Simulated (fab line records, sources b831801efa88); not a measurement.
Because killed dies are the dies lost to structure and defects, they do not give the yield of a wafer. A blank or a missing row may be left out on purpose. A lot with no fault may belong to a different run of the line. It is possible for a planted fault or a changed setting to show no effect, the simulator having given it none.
The tool behind it: which one? ; flow gf180mcu ; 39 wafers from 13 lots sampled at 5 of the route's 602 steps

## WHAT EACH GAUGE READ, for each wafer
GF_NSD_CD_MEAS_07 targets a cd of 400 nm. Usual: cd nm reads 400.3 nm (standard deviation 2.2).
lot;measured;on;cd nm (nm);flag
L253;day 13 16:38;cd sem-01;399.0 400.3 399.7;
L255;day 14 03:47;cd sem-02;401.5 400.8 401.5;
L258;day 15 03:40;cd sem-02;403.2 402.1 403.8;
L259;day 15 21:17;cd sem-02;396.6 398.2 395.7;
L261;day 16 05:17;cd sem-01;402.5 402.3 400.8;
L262;day 16 21:43;cd sem-02;403.8 403.1 400.9;
L263;day 17 02:04;cd sem-01;400.1 400.3 403.2;
L265;day 17 22:04;cd sem-02;401.3 404.4 404.1;
L266;day 18 02:13;cd sem-02;396.9 399.3 395.6;
L267;day 18 13:19;cd sem-02;400.9 401.5 402.4;
L270;day 19 11:07;cd sem-02;389.7 388.1 388.7 389.5 388.2 389.3;OFF
L271;day 19 23:03;cd sem-02;388.1 386.1 387.3 388.2 385.7 387.7;OFF
L274;day 21 02:49;cd sem-01;400.6 399.6 400.6;

## TOOL THAT RAN EACH LOT (tool first, then ch and the chambers of the sampled wafers, then the start)
lot;GF_HV_LDD_STRIP_22;GF_HV_LDD_STRIP_37;GF_HV_LDD_RTA_52;GF_NSD_DEVELOP_06
L253;plasma asher-03 ch 0,1, day 11 01:55;plasma asher-03 ch 0,1, day 11 21:05;rtp anneal-02 ch 0, day 12 16:59;litho track-04 ch 0, day 13 16:30
L255;plasma asher-03 ch 0,1, day 11 12:11;plasma asher-01 ch 0,1, day 12 07:41;rtp anneal-01 ch 0, day 13 04:05;litho track-02 ch 0, day 14 03:39
L258;plasma asher-01 ch 0,1, day 12 13:18;plasma asher-03 ch 0,1, day 13 09:32;rtp anneal-02 ch 0, day 14 06:40;litho track-04 ch 0, day 15 03:31
L259;plasma asher-03 ch 0,1, day 12 21:53;plasma asher-01 ch 0,1, day 13 18:56;rtp anneal-02 ch 0, day 14 20:09;litho track-03 ch 0, day 15 21:08
L261;plasma asher-01 ch 0,1, day 13 12:23;plasma asher-02 ch 0,1, day 14 09:36;rtp anneal-02 ch 0, day 15 04:26;litho track-03 ch 0, day 16 05:08
L262;plasma asher-03 ch 0,1, day 13 23:01;plasma asher-03 ch 0,1, day 14 21:59;rtp anneal-01 ch 0, day 15 20:20;litho track-02 ch 0, day 16 21:34
L263;plasma asher-02 ch 0, day 14 07:47;plasma asher-02 ch 0,1, day 15 02:02;rtp anneal-01 ch 0, day 16 00:27;litho track-03 ch 0, day 17 01:55
L265;plasma asher-02 ch 0,1, day 14 22:05;plasma asher-03 ch 0,1, day 15 21:08;rtp anneal-02 ch 0, day 16 19:44;litho track-04 ch 0, day 17 21:48
L266;plasma asher-02 ch 0,1, day 15 01:44;plasma asher-03 ch 0,1, day 16 00:38;rtp anneal-01 ch 0, day 16 23:10;litho track-02 ch 0, day 18 02:04
L267;plasma asher-02 ch 0,1, day 15 15:05;plasma asher-03 ch 0,1, day 16 13:26;rtp anneal-01 ch 0, day 17 12:08;litho track-02 ch 0, day 18 13:10
L270;plasma asher-03 ch 0,1, day 16 09:22;plasma asher-03 ch 0,1, day 17 08:49;rtp anneal-01 ch 0, day 18 07:28;litho track-04 ch 0, day 19 10:58
L271;plasma asher-01 ch 0,1, day 16 19:47;plasma asher-02 ch 0,1, day 17 19:59;rtp anneal-01 ch 0, day 18 19:50;litho track-04 ch 0, day 19 22:54
L274;plasma asher-01 ch 0, day 17 21:47;plasma asher-03 ch 0,1, day 18 21:59;rtp anneal-02 ch 0, day 19 23:44;litho track-02 ch 0, day 21 02:40
- GF_HV_LDD_STRIP_22: strips in O2/N2.
- GF_HV_LDD_STRIP_37: strips in O2/N2.
- GF_HV_LDD_RTA_52: time 10 s.
- GF_NSD_DEVELOP_06: develop time 60 s.

## AS READ BY THE TOOLS THEMSELVES (means over the sampled wafers that have a number; for cases with no such wafer, the mark the record gives instead)
GF_HV_LDD_STRIP_22. Usual: drypump motor current A 5.83 A, standard deviation 0.3; heater power w 308 W, standard deviation 24; oes product au 0.716 a.u., standard deviation 0.0046; strip time to endpoint s 12.62 s, standard deviation 0.033.
lot;tool;drypump motor current A (A);heater power w (W);oes product au (a.u.);strip time to endpoint s (s);flag
L253;plasma asher-03;6.05;282;0.707;12.64;
L255;plasma asher-03;5.87;304;0.718;12.58;
L258;plasma asher-01;6.13;316;0.712;12.64;
L259;plasma asher-03;6.04;287;0.717;12.64;
L261;plasma asher-01;6.12;315;0.717;12.60;
L262;plasma asher-03;5.89;307;0.711;12.62;
L263;plasma asher-02;5.69;308;0.714;12.60;
L265;plasma asher-02;5.47;327;0.719;12.67;
L266;plasma asher-02;5.48;326;0.719;12.61;
L267;plasma asher-02;5.60;314;0.714;12.62;
L270;plasma asher-03;5.88;309;0.715;12.63;
L271;plasma asher-01;6.10;318;0.719;12.66;
L274;plasma asher-01;6.21;328;0.711;12.60;

GF_HV_LDD_STRIP_37. Usual: drypump motor current A 5.90 A, standard deviation 0.28; heater power w 304 W, standard deviation 27; oes product au 0.716 a.u., standard deviation 0.0047; strip time to endpoint s 12.62 s, standard deviation 0.033.
lot;tool;drypump motor current A (A);heater power w (W);oes product au (a.u.);strip time to endpoint s (s);flag
L253;plasma asher-03;5.87;303;0.724;12.66;
L255;plasma asher-01;6.12;321;0.718;12.66;
L258;plasma asher-03;5.90;305;0.714;12.61;
L259;plasma asher-01;6.04;307;0.716;12.58;
L261;plasma asher-02;5.48;321;0.721;12.60;
L262;plasma asher-03;6.05;287;0.715;12.61;
L263;plasma asher-02;5.58;317;0.718;12.64;
L265;plasma asher-03;6.05;282;0.718;12.61;
L266;plasma asher-03;6.04;286;0.715;12.63;
L267;plasma asher-03;6.06;284;0.715;12.60;
L270;plasma asher-03;5.90;304;0.711;12.65;
L271;plasma asher-02;5.47;325;0.712;12.59;
L274;plasma asher-03;5.93;303;0.716;12.68;

GF_HV_LDD_RTA_52. Usual: lamp power pct 35.5 %, standard deviation 2.2; wafer_temp_C_max 1006.2, standard deviation 1.2.
lot;tool;lamp power pct (%);wafer_temp_C_max;flag
L253;rtp anneal-02;37.7;1006.2;
L255;rtp anneal-01;33.2;1006.8;
L258;rtp anneal-02;37.7;1006.3;
L259;rtp anneal-02;37.7;1006.9;
L261;rtp anneal-02;37.7;1005.5;
L262;rtp anneal-01;33.2;1005.1;
L263;rtp anneal-01;33.2;1006.4;
L265;rtp anneal-02;37.7;1007.2;
L266;rtp anneal-01;33.2;1005.2;
L267;rtp anneal-01;33.3;1005.8;
L270;rtp anneal-01;33.2;1006.0;
L271;rtp anneal-01;33.2;1005.9;
L274;rtp anneal-02;37.7;1005.7;

## THE ANSWER, worked out from the rows above alone
Rule: take the mean of a lot's wafers that have a number; if it is more than 3 standard deviations from the usual mean, the lot is off. Also off: a lot with no number at a reading for which 4 or more lots have one. The other lots that the step has rows for count as sound. Order of review: gauges by route order, followed by the tools' own readings, for which a lot's mean as printed above is used. The first step at which some lot is off is used, and at that step the reading that is off furthest; a lot without a number counts as furthest.
Off: L270, L271, at GF_NSD_CD_MEAS_07 (cd nm).
If a tool, at a process step before that reading, ran all the lots that are off and no sound lot after the first of them, it fits. The gauges at GF_NSD_CD_MEAS_07 are tried like those tools. Can't be told from this: 3 tools fit, rtp anneal-01 at GF_HV_LDD_RTA_52, litho track-04 at GF_NSD_DEVELOP_06, cd sem-02 at GF_NSD_CD_MEAS_07.

## WHAT WAS PUT IN BY THE SIMULATOR
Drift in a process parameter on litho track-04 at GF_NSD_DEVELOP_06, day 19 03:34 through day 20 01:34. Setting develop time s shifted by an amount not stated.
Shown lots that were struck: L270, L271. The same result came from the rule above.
